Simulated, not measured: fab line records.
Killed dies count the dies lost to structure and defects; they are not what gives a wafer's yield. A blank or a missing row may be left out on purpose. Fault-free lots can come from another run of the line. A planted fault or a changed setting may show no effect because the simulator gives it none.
fab line records -- flow sky130
[record] lots = 6, wafers = 17, last_day = 51
route steps=708 shown METAL5@671 PASSIVATION@681 PAD_OPEN@708
lots untouched by any fault: they come from a run of this same line in which no faults occurred
start_h: hours from the record's first day to the start of the lot's first wafer shown -- wait_h: hours elapsed since this lot's preceding step -- " repeats the value in the row above -- L1.1+2: several wafers, shown together as one row -- - no value present, or no start provided -- * or withheld: withheld -- < > ~ a bound
route shown NAME@n: a module of which the file shows steps, and the number in the route of the first -- usual: the fault-free wafers' mean and standard deviation -- same: alike in all rows -- chamber/n: place in a boat -- sites: readings site by site -- _std_site: the standard deviation of these -- _edge_site: outer sites' mean less inner sites' -- radius_mm: for every site, how far away it sits from the centre of the wafer -- mask NAME#n: copy n -- behind: tool/chamber where the wafer was last shaped -- hold: why the lot was held/for how many hours/how that ended -- device: whichever transistor did not switch (one of n, p or np) -- end of line: the route-end tests of the same wafers -- step lacking rows: just its recipe -- killed: count of dies lost to structure and defects at first sort (not the wafer's yield) -- map: dies across one wafer; x = killed, . = not, _ = none there
set.NAME: setting as actually run; set.NAME@STEP: the setting as run at that earlier step -- model.NAME: the simulator's own value behind a step, which no gauge read
lots at some steps of the route; a table a step, a row a wafer
services: when a tool's chamber went out of use (start_h, in hours from the record's first day, below 0 if earlier), for how many hours, and the reason
[[steps]]
[step SKY_METAL5_SOFTBAKE_10]
[recipe] temp_c = 90, time_s = 60, resist = NOVOLAK
[step SKY_METAL5_EXPOSE_11]
[recipe] mask_id = MM5, na = 0.6, source_shape = conventional, sigma_outer = 0.6, polarization = unpolarized, target_cd_nm = 1600, dose_mj = 190
[step SKY_METAL5_PEB_12]
[recipe] temp_c = withheld, time_s = *, resist = NOVOLAK
[step SKY_METAL5_DEVELOP_13]
[recipe] resist = NOVOLAK, developer = TMAH, develop_time_s = 60, dev_temp_c = 23
[step SKY_METAL5_DESCUM_14]
[recipe] chemistry = O2, source_power_w = 150, bias_power_w = 0, pressure_mtorr = 10, temp_c = 40, time_s = 11
[usual] drypump_motor_current_A = 5.6/0.34, oes_product_au = 0.998/0.0063
[same] time_s = 11
lot.wafer,tool,chamber,start_h,wait_h,drypump_motor_current_A,oes_product_au,rf_hours_counter_h
L855.1,rie_metal-02,1,1072.93,0.1,5.6,0.995,17
L855.2,rie_metal-02,0,1072.93,0.1,6.1,0.997,8
L855.6,rie_metal-02,1,1072.93,0.1,5.6,1.006,-
L854.2,rie_metal-04,0,1073.90,0.1,5.3,0.992,11
L854.3,rie_metal-04,0,1073.90,0.1,5.3,0.990,-
L854.6,rie_metal-04,1,1073.90,0.1,5.5,0.983,-
L862.1,rie_metal-01,1,1124.60,0.1,5.3,1.011,29
L862.2,rie_metal-01,1,1124.60,0.1,5.3,1.007,-
L862.3,rie_metal-01,1,1124.60,0.1,5.3,1.003,-
L864.1,rie_metal-02,1,1139.07,0.1,5.6,0.995,21
L864.2,rie_metal-02,0,1139.07,0.1,6.1,0.985,13
L871.2,rie_metal-01,1,1168.93,0.1,5.3,0.990,34
L871.4,rie_metal-01,0,1168.93,0.1,6.1,0.996,-
L871.5,rie_metal-01,1,1168.93,0.1,5.3,0.996,-
L870.1,rie_metal-04,1,1174.80,0.1,5.5,1.014,30
L870.5,rie_metal-04,0,1174.80,0.1,5.3,1.003,-
L870.6,rie_metal-04,1,1174.80,0.1,5.4,1.001,-
[step SKY_METAL5_METAL_ETCH_15]
[recipe] target_depth_a = 12600, stop_on = SiO2, over_etch_frac = 0.2, time_s = 252, chemistry = Cl2/BCl3, resist_sidewall_deg = 86, pressure_mtorr = 10, icp_w = 900, bias_w = 48.5, Cl2_flow_sccm = 60, bcl3_flow_sccm = 30
[usual] drypump_motor_current_A = 5.6/0.34, oes_product_au = 0.894/0.0055, throttle_valve_pct = 22.263/0.009
[same] time_s = 252
lot.wafer,tool,chamber,start_h,wait_h,drypump_motor_current_A,oes_product_au,rf_hours_counter_h,throttle_valve_pct
L855.1,rie_metal-02,1,1072.97,0.0,5.6,0.904,17,22.262
L855.2,rie_metal-02,0,1072.97,0.0,6.1,0.895,8,22.263
L855.6,rie_metal-02,1,1072.97,0.0,5.6,0.899,-,22.264
L854.2,rie_metal-04,0,1073.93,0.0,5.3,0.895,11,22.253
L854.3,rie_metal-04,0,1073.93,0.0,5.3,0.895,-,22.255
L854.6,rie_metal-04,1,1073.93,0.0,5.5,0.883,-,22.251
L862.1,rie_metal-01,1,1124.66,0.1,5.3,0.899,29,22.269
L862.2,rie_metal-01,1,1124.66,0.1,5.3,0.891,-,22.267
L862.3,rie_metal-01,1,1124.66,0.1,5.3,0.894,-,22.272
L864.1,rie_metal-02,1,1139.10,0.0,5.6,0.906,21,22.259
L864.2,rie_metal-02,0,1139.10,0.0,6.1,0.885,13,22.263
L871.2,rie_metal-01,1,1168.97,0.0,5.4,0.897,34,22.267
L871.4,rie_metal-01,0,1168.97,0.0,6.2,0.885,-,22.256
L871.5,rie_metal-01,1,1168.97,0.0,5.4,0.897,-,22.269
L870.1,rie_metal-04,1,1174.83,0.0,5.5,0.889,30,22.276
L870.5,rie_metal-04,0,1174.83,0.0,5.3,0.905,-,22.270
L870.6,rie_metal-04,1,1174.83,0.0,5.5,0.898,-,22.263
[step SKY_METAL5_STRIP_16]
[recipe] chemistry = O2/N2, power_w = 1400, pressure_mtorr = 1500, platen_temp_c = withheld, o2_flow_sccm = 3000, n2_flow_sccm = 300, overash_fraction = 0.5
[usual] drypump_motor_current_A = 5.8/0.64, o2_flow_sccm = 2999/8.8, oes_product_au = 0.711/0.0043, strip_time_to_endpoint_s = 13.10/0.076
lot.wafer,tool,chamber,start_h,wait_h,drypump_motor_current_A,o2_flow_sccm,oes_product_au,rf_hours_counter_h,strip_time_to_endpoint_s
L855.1,plasma_asher-04,0,1073.20,0.2,5.9,2995,0.706,1,13.04
L855.2,plasma_asher-04,1,1073.20,0.2,6.5,3009,0.714,1,13.15
L855.6,plasma_asher-04,0,1073.20,0.2,5.9,2997,0.717,-,13.04
L854.2,plasma_asher-02,0,1074.17,0.2,6.2,2996,0.714,23,13.08
L854.3,plasma_asher-02,0,1074.17,0.2,6.2,3005,0.714,-,13.08
L854.6,plasma_asher-02,0,1074.17,0.2,6.2,2999,0.710,-,13.04
L862.1,plasma_asher-01,0,1125.13,0.4,5.4,2998,0.711,73,13.02
L862.2,plasma_asher-01,1,1125.13,0.4,6.2,3014,0.711,73,13.06
L862.3,plasma_asher-01,1,1125.13,0.4,6.2,3008,0.712,-,13.03
L864.1,plasma_asher-02,1,1139.33,0.2,4.7,2982,0.710,29,13.12
L864.2,plasma_asher-02,0,1139.33,0.2,6.2,3019,0.706,29,13.12
L871.2,plasma_asher-02,1,1169.20,0.2,4.7,2995,0.715,32,13.22
L871.4,plasma_asher-02,1,1169.20,0.2,4.7,3000,0.715,-,13.09
L871.5,plasma_asher-02,0,1169.20,0.2,6.2,2991,0.710,-,13.17
L870.1,plasma_asher-01,0,1175.07,0.2,5.4,2995,0.713,77,13.05
L870.5,plasma_asher-01,1,1175.07,0.2,6.2,2997,0.711,-,12.99
L870.6,plasma_asher-01,0,1175.07,0.2,5.4,3004,0.711,-,13.04
[step SKY_METAL5_STRIP_17]
[recipe] chemistry = post_etch_residue_remover, time_s = 1200, temp_c = 72.5
[step SKY_METAL5_CLEAN_18]
[recipe] chemistry = IPA, time_s = 180, temp_c = 25
[step SKY_METAL5_CLEAN_19]
[recipe] chemistry = O3/DIW, dry = n2_spin
[step SKY_PASSIVATION_CVD_00]
[recipe] material = SiO2, target_thk_nm = 90, temp_c = 400, time_s = withheld, rf_w = 600
[usual] heater_power_w = 640/81
lot.wafer,tool,chamber,start_h,wait_h,heater_power_w
L855.1,pecvd-04,2,1073.79,0.0,499
L855.2,pecvd-04,0,1073.79,0.0,593
L855.6,pecvd-04,0,1073.79,0.0,613
L854.2,pecvd-01,0,1074.76,0.0,486
L854.3,pecvd-01,1,1074.76,0.0,729
L854.6,pecvd-01,1,1074.76,0.0,748
L862.1,pecvd-04,1,1125.74,0.0,605
L862.2,pecvd-04,2,1125.74,0.0,506
L862.3,pecvd-04,0,1125.74,0.0,682
L864.1,pecvd-01,0,1139.93,0.0,475
L864.2,pecvd-01,2,1139.93,0.0,747
L871.2,pecvd-04,0,1169.80,0.0,725
L871.4,pecvd-04,1,1169.80,0.0,673
L871.5,pecvd-04,1,1169.80,0.0,637
L870.1,pecvd-03,0,1175.66,0.0,580
L870.5,pecvd-03,2,1175.66,0.0,656
L870.6,pecvd-03,0,1175.66,0.0,579
[step SKY_PASSIVATION_THK_MEAS_01]
[recipe] reads = SiO2_of_PASSIVATION_CVD_00
[usual] PASSIVATION_CVD_00_THK = 90.0/1.3
lot.wafer,tool,chamber,start_h,wait_h,PASSIVATION_CVD_00_THK[nm]
L855.1,film_metro-02,-,1073.82,-,88.8
L855.2,film_metro-02,-,1073.82,-,88.4
L855.6,film_metro-02,-,1073.82,-,90.4
L854.2,film_metro-01,-,1074.79,-,87.7
L854.3,film_metro-01,-,1074.79,-,88.5
L854.6,film_metro-01,-,1074.79,-,89.5
L862.1,film_metro-02,-,1125.76,-,89.3
L862.2,film_metro-02,-,1125.76,-,88.5
L862.3,film_metro-02,-,1125.76,-,88.6
L864.1,film_metro-02,-,1139.96,-,88.6
L864.2,film_metro-02,-,1139.96,-,86.9
L871.2,film_metro-03,-,1169.85,-,88.4
L871.4,film_metro-03,-,1169.85,-,90.4
L871.5,film_metro-03,-,1169.85,-,91.3
L870.1,film_metro-03,-,1175.68,-,91.5
L870.5,film_metro-03,-,1175.68,-,93.2
L870.6,film_metro-03,-,1175.68,-,92.2
[step SKY_PASSIVATION_CVD_02]
[recipe] material = Si3N4, target_thk_nm = 540, temp_c = 400, time_s = withheld, rf_w = 450
[usual] heater_power_w = 702/85
lot.wafer,tool,chamber,start_h,wait_h,heater_power_w,model.Si3N4_of_PASSIVATION_CVD_02.thk_nm
L855.1,pecvd-03,1,1073.88,0.1,693,539.7
L855.2,pecvd-03,0,1073.88,0.1,706,536.5
L855.6,pecvd-03,1,1073.88,0.1,715,550.9
L854.2,pecvd-04,2,1074.84,0.0,586,535
L854.3,pecvd-04,1,1074.84,0.0,707,535.5
L854.6,pecvd-04,2,1074.84,0.0,628,544.9
L862.1,pecvd-03,0,1125.82,0.1,754,901.4
L862.2,pecvd-03,1,1125.82,0.1,753,899.7
L862.3,pecvd-03,2,1125.82,0.1,747,532.6
L864.1,pecvd-03,0,1140.02,0.1,731,913.9
L864.2,pecvd-03,1,1140.02,0.1,735,904.4
L871.2,pecvd-01,0,1169.90,0.0,511,546.5
L871.4,pecvd-01,0,1169.90,0.0,527,555.2
L871.5,pecvd-01,2,1169.90,0.0,845,536.3
L870.1,pecvd-04,0,1175.74,0.1,721,540.9
L870.5,pecvd-04,0,1175.74,0.1,747,554
L870.6,pecvd-04,1,1175.74,0.1,687,549.4
[step SKY_PASSIVATION_THK_MEAS_03]
[recipe] reads = Si3N4_of_PASSIVATION_CVD_02
[usual] PASSIVATION_CVD_02_THK = 541/7.6
lot.wafer,tool,chamber,start_h,wait_h,hold,PASSIVATION_CVD_02_THK[nm]
L855.1,film_metro-03,-,1074.10,-,-,539
L855.2,film_metro-03,-,1074.10,-,-,537
L855.6,film_metro-03,-,1074.10,-,-,551
L854.2,film_metro-01,-,1075.07,-,-,535
L854.3,film_metro-01,-,1075.07,-,-,535
L854.6,film_metro-01,-,1075.07,-,-,545
L862.1,film_metro-01,-,1126.05,-,await_dispo/0.2h/release,901
L862.2,film_metro-01,-,1126.05,-,await_dispo/0.2h/release,900
L862.3,film_metro-01,-,1126.05,-,await_dispo/0.2h/release,533
L862.1,film_metro-01,-,1126.27,0.2,-,902
L862.2,film_metro-01,-,1126.27,0.2,-,900
L862.3,film_metro-01,-,1126.27,0.2,-,532
L864.1,film_metro-03,-,1140.25,-,await_dispo/0.2h/release,914
L864.2,film_metro-03,-,1140.25,-,await_dispo/0.2h/release,905
L864.1,film_metro-03,-,1140.48,0.2,-,913
L864.2,film_metro-03,-,1140.48,0.2,-,904
L871.2,film_metro-01,-,1170.13,-,-,547
L871.4,film_metro-01,-,1170.13,-,-,555
L871.5,film_metro-01,-,1170.13,-,-,537
L870.1,film_metro-02,-,1176.08,-,-,541
L870.5,film_metro-02,-,1176.08,-,-,554
L870.6,film_metro-02,-,1176.08,-,-,549
[step SKY_PASSIVATION_HMDS_05]
[recipe] prime_time_s = 60, prime_temp_c = 120
[step SKY_PASSIVATION_COAT_06]
[recipe] spin_rpm = 2000, resist_thk_nm = 3000
[step SKY_PASSIVATION_SOFTBAKE_07]
[recipe] temp_c = 110, time_s = withheld
[step SKY_PASSIVATION_EXPOSE_08]
[recipe] mask_id = NSM, target_cd_nm = 3000, na = 0.57, dose_mj = 260
[step SKY_PASSIVATION_PEB_09]
[recipe] temp_c = 115, time_s = withheld
[step SKY_PASSIVATION_DEVELOP_10]
[recipe] develop_time_s = 60, dev_temp_c = 23
[step SKY_PASSIVATION_ETCH_11]
[recipe] chemistry = CF4/O2, target_depth_nm = 725, stop_on = AlCu, source_w = 800, bias_w = 150, pressure_mtorr = 150, cf4_flow_sccm = 80, O2_flow_sccm = 10, time_s = 161.1
[usual] cf4_flow_sccm = 79.98/0.24, drypump_motor_current_A = 5.7/0.38, oes_product_au = 0.978/0.0076, throttle_valve_pct = 5.965/0.009
[same] time_s = 161.1
lot.wafer,tool,chamber,start_h,wait_h,cf4_flow_sccm,drypump_motor_current_A,oes_product_au,rf_hours_counter_h,throttle_valve_pct,model.etch.depth_nm,model.PASSIVATION.feature_depth_nm
L855.1,rie_diel-01,0,1095.37,-,80.19,5.9,0.976,19,5.983,703.6,703.6
L855.2,rie_diel-01,3,1095.37,-,80.26,6.3,0.979,18,5.960,701,701
L855.6,rie_diel-01,1,1095.37,-,80.37,5.8,0.979,-,5.963,707.7,707.7
L854.2,rie_diel-03,3,1097.10,-,80.43,5.2,0.966,20,5.975,697.8,697.8
L854.3,rie_diel-03,2,1097.10,-,80.23,5.6,0.973,5,5.958,699.5,699.5
L854.6,rie_diel-03,0,1097.10,-,80.40,6.0,0.987,-,5.973,710.2,710.2
L862.1,rie_diel-02,3,1145.55,-,80.02,5.3,1.002,20,5.983,734.1,734.1
L862.2,rie_diel-02,1,1145.55,-,80.53,5.6,1.000,12,5.987,729.9,729.9
L862.3,rie_diel-02,2,1145.55,-,80.36,6.4,0.971,18,5.962,695.1,695.1
L864.1,rie_diel-01,2,1159.47,-,79.68,6.2,1.006,15,5.980,724.7,724.7
L864.2,rie_diel-01,0,1159.47,-,79.92,5.9,1.014,22,5.977,736,736
L871.2,rie_diel-03,2,1188.80,-,79.72,5.6,0.978,8,5.962,708.7,708.7
L871.4,rie_diel-03,2,1188.80,-,79.60,5.6,0.987,-,5.965,720,720
L871.5,rie_diel-03,2,1188.80,-,79.67,5.6,0.977,-,5.947,702,702
L870.1,rie_diel-03,1,1193.57,-,80.24,5.5,0.983,22,5.976,706.6,706.6
L870.5,rie_diel-03,2,1193.57,-,79.98,5.6,0.991,-,5.974,722,722
L870.6,rie_diel-03,1,1193.57,-,80.14,5.5,0.988,-,5.972,717.1,717.1
[step SKY_PASSIVATION_STRIP_12]
[recipe] chemistry = O2/N2, power_w = 1400, pressure_mtorr = 1500, platen_temp_c = withheld, overash_fraction = 0.7, o2_flow_sccm = 3000, n2_flow_sccm = 300
[usual] drypump_motor_current_A = 5.9/0.38, o2_flow_sccm = 3003/10, oes_product_au = 0.660/0.0047, strip_time_to_endpoint_s = 31.54/0.14
lot.wafer,tool,chamber,start_h,wait_h,drypump_motor_current_A,o2_flow_sccm,oes_product_au,rf_hours_counter_h,strip_time_to_endpoint_s
L855.1,plasma_asher-03,0,1095.47,0.1,5.6,2988,0.657,97,31.37
L855.2,plasma_asher-03,1,1095.47,0.1,6.2,3000,0.661,97,31.67
L855.6,plasma_asher-03,1,1095.47,0.1,6.2,2992,0.655,-,31.59
L854.2,plasma_asher-04,0,1097.21,0.1,5.9,3008,0.655,3,31.48
L854.3,plasma_asher-04,1,1097.21,0.1,6.6,3008,0.659,-,31.35
L854.6,plasma_asher-04,1,1097.21,0.1,6.5,2996,0.667,-,31.36
L862.1,plasma_asher-01,0,1145.65,0.1,5.4,3018,0.666,74,31.53
L862.2,plasma_asher-01,1,1145.65,0.1,6.2,3009,0.666,74,31.55
L862.3,plasma_asher-01,0,1145.65,0.1,5.4,3006,0.660,-,31.60
L864.1,plasma_asher-03,1,1159.57,0.1,6.3,3014,0.659,103,31.56
L864.2,plasma_asher-03,0,1159.57,0.1,5.6,3006,0.664,103,31.34
L871.2,plasma_asher-03,1,1188.96,0.1,6.2,3012,0.662,106,31.37
L871.4,plasma_asher-03,1,1188.96,0.1,6.2,3016,0.666,-,31.35
L871.5,plasma_asher-03,1,1188.96,0.1,6.2,2999,0.656,-,31.31
L870.1,plasma_asher-01,0,1193.73,0.1,5.4,2998,0.655,79,31.47
L870.5,plasma_asher-01,1,1193.73,0.1,6.2,3002,0.670,-,31.51
L870.6,plasma_asher-01,0,1193.73,0.1,5.4,3004,0.655,-,31.53
[step SKY_PAD_OPEN_PROBE_99]
[usual] defect_limited_yield = 82.6/1.7, killed_at_M0_to_M3 = 43/7, killed_at_M4_up = 3.1/1.5, killed_at_contacts = 23/4.9, killed_at_front_end = 16/3.9, killed_at_other = 0.3/0.52, killed_dies = 86/8.2, killed_on_rim = 16/3.7, killed_open = 47/6.1, killed_short = 38/5.8, sort_bin_3_pad_short = 0.8/0.41, sort_bin_5_function = 10.2/1.3, sort_bin_6_memory = 6.4/1.1, sort_n_pass = 406/8.2, sort_yield_pct = 82.6/1.7
[same] gross_dies = 492, killed_at_back_side = 0, sort_bin_4_leakage[%] = 0, sort_bin_8_speed[%] = 0
lot.wafer,tool,chamber,start_h,wait_h,hold,defect_limited_yield[%],killed_at_M0_to_M3,killed_at_M4_up,killed_at_contacts,killed_at_front_end,killed_at_other,killed_dies,killed_on_rim,killed_open,killed_short,sort_bin_3_pad_short[%],sort_bin_5_function[%],sort_bin_6_memory[%],sort_n_pass,sort_yield_pct[%]
L854.2,prober-02,-,1120.33,0.1,-,80.1,59,1,25,12,1,98,16,53,45,0.8,11.4,7.7,394,80.1
L854.3,prober-02,-,1120.38,0.2,-,82.3,49,1,25,11,1,87,19,47,40,0.8,10.8,6.1,405,82.3
L854.6,prober-02,-,1120.53,0.2,-,82.7,38,1,32,14,0,85,18,41,44,1.0,8.3,7.9,407,82.7
L862.1,prober-01,-,1166.97,0.1,await_dispo/4.4h/release,0,45,3,29,18,397,492,96,45,47,1.4,93.1,5.5,0,0
L862.2,prober-01,-,1167.02,0.1,await_dispo/4.4h/release,0,31,5,28,20,408,492,96,48,34,0.6,91.9,7.5,0,0
L862.3,prober-01,-,1167.07,0.2,await_dispo/4.4h/release,82.3,52,3,20,11,1,87,18,38,49,0.6,10.4,6.7,405,82.3
L864.1,prober-02,-,1182.94,2.1,await_dispo/2.0h/release,0,51,3,24,17,397,492,96,55,41,0.6,90.0,9.3,0,0
L864.2,prober-02,-,1182.99,2.1,await_dispo/2.0h/release,0,44,2,17,14,415,492,96,49,29,0.8,93.1,6.1,0,0
L871.2,prober-02,-,1208.75,0.1,-,82.7,36,2,25,21,1,85,16,42,43,0.8,10.2,6.3,407,82.7
L871.4,prober-02,-,1208.85,0.2,-,82.7,41,4,25,15,0,85,12,46,39,1.4,11.0,4.9,407,82.7
L871.5,prober-02,-,1208.90,0.2,-,84.1,38,6,22,12,0,78,18,44,34,1.4,9.8,4.7,414,84.1
L870.1,prober-01,-,1213.46,0.1,-,83.7,36,6,23,14,1,80,12,42,37,0.4,10.2,5.7,412,83.7
L870.5,prober-01,-,1213.66,0.2,-,81.5,43,3,30,15,0,91,10,57,34,0.2,10.6,7.7,401,81.5
L870.6,prober-01,-,1213.71,0.2,-,84.3,25,5,31,16,0,77,14,40,37,0.8,8.9,5.9,415,84.3
// killed by level:class
L854.2 VIA1:geometric_particle:open=14 VIA3:geometric_particle:open=8 LI_CONTACT:geometric_particle:open=7 METAL1:geometric_particle:short=7 VIA2:geometric_particle:open=6 CONTACT:geometric_particle:short=6 METAL2:geometric_particle:short=6 FIELD_ISO:geometric_particle:open=5
L854.3 LI_CONTACT:geometric_particle:open=12 VIA1:geometric_particle:open=12 METAL1:geometric_particle:short=9 CONTACT:geometric_particle:open=7 VIA3:geometric_particle:short=5 METAL3:geometric_particle:short=5 FIELD_ISO:geometric_particle:short=4 METAL2:geometric_particle:short=4
L854.6 CONTACT:geometric_particle:open=16 VIA1:geometric_particle:open=8 VIA2:geometric_particle:short=7 LI_CONTACT:geometric_particle:open=7 METAL1:geometric_particle:short=6 CONTACT:geometric_particle:short=5 VIA1:geometric_particle:short=4 VIA2:geometric_particle:open=4
L862.1 PASSIVATION:area_etch=396 CONTACT:geometric_particle:open=9 LI_CONTACT:geometric_particle:short=8 LI_CONTACT:geometric_particle:open=7 VIA1:geometric_particle:short=7 VIA1:geometric_particle:open=7 VIA2:geometric_particle:open=6 POLY_GATE:geometric_particle:open=5
L862.2 PASSIVATION:area_etch=408 CONTACT:geometric_particle:open=11 LI_CONTACT:geometric_particle:open=7 VIA1:geometric_particle:open=7 FIELD_ISO:geometric_particle:open=6 CONTACT:geometric_particle:short=6 METAL3:geometric_particle:short=5 METAL4:geometric_particle:short=5
L862.3 VIA1:geometric_particle:open=13 METAL3:geometric_particle:short=8 VIA3:geometric_particle:open=7 METAL2:geometric_particle:short=6 CONTACT:geometric_particle:short=5 VIA2:geometric_particle:short=5 VIA2:geometric_particle:open=5 POLY_GATE:geometric_particle:short=4
L864.1 PASSIVATION:area_etch=396 VIA1:geometric_particle:open=12 CONTACT:geometric_particle:open=10 VIA2:geometric_particle:open=9 POLY_GATE:geometric_particle:short=6 LI_CONTACT:geometric_particle:open=6 FIELD_ISO:geometric_particle:open=5 VIA3:geometric_particle:open=5
L864.2 PASSIVATION:area_etch=414 VIA1:geometric_particle:open=12 LI_CONTACT:geometric_particle:open=7 VIA1:geometric_particle:short=7 FIELD_ISO:geometric_particle:open=6 CONTACT:geometric_particle:open=6 VIA2:geometric_particle:short=6 VIA2:geometric_particle:open=5
L871.2 VIA2:geometric_particle:open=7 POLY_GATE:geometric_particle:short=6 CONTACT:geometric_particle:open=6 VIA3:geometric_particle:open=6 VIA1:geometric_particle:open=6 POLY_GATE:geometric_particle:open=5 LI_CONTACT:geometric_particle:open=5 METAL2:geometric_particle:short=5
L871.4 CONTACT:geometric_particle:open=9 VIA2:geometric_particle:open=9 VIA1:geometric_particle:open=7 VIA3:geometric_particle:open=7 LOCAL_INTERCONNECT:geometric_particle:short=6 METAL1:geometric_particle:short=5 FIELD_ISO:geometric_particle:open=4 LI_CONTACT:geometric_particle:open=4
L871.5 VIA1:geometric_particle:open=11 LI_CONTACT:geometric_particle:open=7 CONTACT:geometric_particle:open=7 CONTACT:geometric_particle:short=5 VIA2:geometric_particle:open=5 METAL4:geometric_particle:short=5 FIELD_ISO:geometric_particle:open=4 METAL1:geometric_particle:short=4
L870.1 VIA1:geometric_particle:open=9 CONTACT:geometric_particle:open=7 VIA2:geometric_particle:open=7 CONTACT:geometric_particle:short=6 FIELD_ISO:geometric_particle:short=5 LI_CONTACT:geometric_particle:open=5 VIA1:geometric_particle:short=5 VIA2:geometric_particle:short=4
L870.5 CONTACT:geometric_particle:open=12 LI_CONTACT:geometric_particle:open=10 VIA1:geometric_particle:open=9 VIA3:geometric_particle:open=9 METAL1:geometric_particle:short=6 METAL2:geometric_particle:short=6 FIELD_ISO:geometric_particle:open=5 CONTACT:geometric_particle:short=4
L870.6 LI_CONTACT:geometric_particle:open=12 VIA1:geometric_particle:open=8 LOCAL_INTERCONNECT:geometric_particle:short=6 CONTACT:geometric_particle:open=6 CONTACT:geometric_particle:short=5 VIA2:geometric_particle:open=5 METAL4:geometric_particle:short=5 FIELD_ISO:geometric_particle:short=4
// map L862.1 (x killed, . not)
__________xxxxxxxxxx_________
________xxxxxxxxxxxxxx_______
______xxxxxxxxxxxxxxxxxx_____
_____xxxxxxxxxxxxxxxxxxxx____
____xxxxxxxxxxxxxxxxxxxxxx___
___xxxxxxxxxxxxxxxxxxxxxxxx__
__xxxxxxxxxxxxxxxxxxxxxxxxxx_
_xxxxxxxxxxxxxxxxxxxxxxxxxxxx
_xxxxxxxxxxxxxxxxxxxxxxxxxxxx
_xxxxxxxxxxxxxxxxxxxxxxxxxxxx
_xxxxxxxxxxxxxxxxxxxxxxxxxxxx
_xxxxxxxxxxxxxxxxxxxxxxxxxxxx
_xxxxxxxxxxxxxxxxxxxxxxxxxxxx
_xxxxxxxxxxxxxxxxxxxxxxxxxxxx
_xxxxxxxxxxxxxxxxxxxxxxxxxxxx
__xxxxxxxxxxxxxxxxxxxxxxxxxx_
___xxxxxxxxxxxxxxxxxxxxxxxx__
____xxxxxxxxxxxxxxxxxxxxxx___
_____xxxxxxxxxxxxxxxxxxxx____
______xxxxxxxxxxxxxxxxxx_____
________xxxxxxxxxxxxxx_______
__________xxxxxxxxxx_________
// map L864.1 (x killed, . not)
__________xxxxxxxxxx_________
________xxxxxxxxxxxxxx_______
______xxxxxxxxxxxxxxxxxx_____
_____xxxxxxxxxxxxxxxxxxxx____
____xxxxxxxxxxxxxxxxxxxxxx___
___xxxxxxxxxxxxxxxxxxxxxxxx__
__xxxxxxxxxxxxxxxxxxxxxxxxxx_
_xxxxxxxxxxxxxxxxxxxxxxxxxxxx
_xxxxxxxxxxxxxxxxxxxxxxxxxxxx
_xxxxxxxxxxxxxxxxxxxxxxxxxxxx
_xxxxxxxxxxxxxxxxxxxxxxxxxxxx
_xxxxxxxxxxxxxxxxxxxxxxxxxxxx
_xxxxxxxxxxxxxxxxxxxxxxxxxxxx
_xxxxxxxxxxxxxxxxxxxxxxxxxxxx
_xxxxxxxxxxxxxxxxxxxxxxxxxxxx
__xxxxxxxxxxxxxxxxxxxxxxxxxx_
___xxxxxxxxxxxxxxxxxxxxxxxx__
____xxxxxxxxxxxxxxxxxxxxxx___
_____xxxxxxxxxxxxxxxxxxxx____
______xxxxxxxxxxxxxxxxxx_____
________xxxxxxxxxxxxxx_______
__________xxxxxxxxxx_________
[[services]]
tool,chamber,start_h,hours,kind
pecvd-03,-,1049.37,4.3,pm
rie_diel-03,-,1052.01,2.8,pm
rie_metal-02,0,1052.98,8.8,repair
pecvd-04,-,1054.63,2.8,pm
plasma_asher-04,-,1055.25,9.0,pm
rie_diel-01,-,1055.57,2.8,pm
plasma_asher-04,-,1057.09,1.1,repair
rie_diel-01,3,1061.10,19.4,repair
rie_metal-01,1,1101.61,8.2,repair
plasma_asher-04,-,1107.96,3.6,repair
plasma_asher-04,-,1109.31,2.2,repair
rie_diel-03,1,1132.75,15.0,repair
rie_diel-03,3,1135.90,3.9,repair
pecvd-01,1,1138.55,4.6,repair
pecvd-03,0,1143.98,10.2,repair
pecvd-04,2,1146.20,7.8,repair
rie_metal-02,-,1147.73,2.8,pm
rie_diel-01,3,1148.06,2.3,repair
rie_diel-03,0,1152.94,44.9,repair
rie_metal-02,1,1161.76,17.9,repair
rie_diel-01,-,1161.82,14.6,pm
rie_diel-03,3,1173.26,21.0,repair
rie_diel-01,-,1179.55,0.2,repair
plasma_asher-03,-,1189.06,2.8,pm
[[key]]
[first_sign] step = SKY_PASSIVATION_THK_MEAS_03, reading = visit, direction = added
[effect] step = SKY_PASSIVATION_THK_MEAS_03, reading = PASSIVATION_CVD_02_THK, direction = up, sigmas = 48, usual = 541, struck = 905
[effect] step = SKY_PASSIVATION_ETCH_11, reading = oes_product_au, direction = up, sigmas = 3.7, usual = 0.978, struck = 1.006
[effect] step = SKY_PAD_OPEN_PROBE_99, reading = killed_at_other, direction = up, sigmas = 99+, usual = 0.3, struck = 404.2
[model_effect] step = SKY_PASSIVATION_CVD_02, value = Si3N4_of_PASSIVATION_CVD_02.thk_nm, without = 539.7, struck = 904.9
[model_effect] step = SKY_PASSIVATION_ETCH_11, value = etch.depth_nm, without = 702.1, struck = 731.2
[more_kills_born_at] SKY_PASSIVATION_ETCH_11@rie_diel-01 = 810, SKY_PASSIVATION_ETCH_11@rie_diel-02 = 804
met_at SKY_PASSIVATION_CVD_02
struck_wafers L862.1,L862.2,L864.1,L864.2
later_rows_left_out L862.1,L862.2,L864.1,L864.2
onset_between 1073.88 1125.82
[fault] kind = process_parameter_drift, tool = pecvd-03, chamber = -, onset_h = 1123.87, steps = SKY_PASSIVATION_CVD_02, channel = time_s, offset = withheld, shape = step, end_h = 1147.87, scope = struck_wafers_only, acts_in = *
// later_rows_left_out: the simulator's readings of these wafers behind a module that went badly wrong aren't trusted and aren't shown, but for the sort
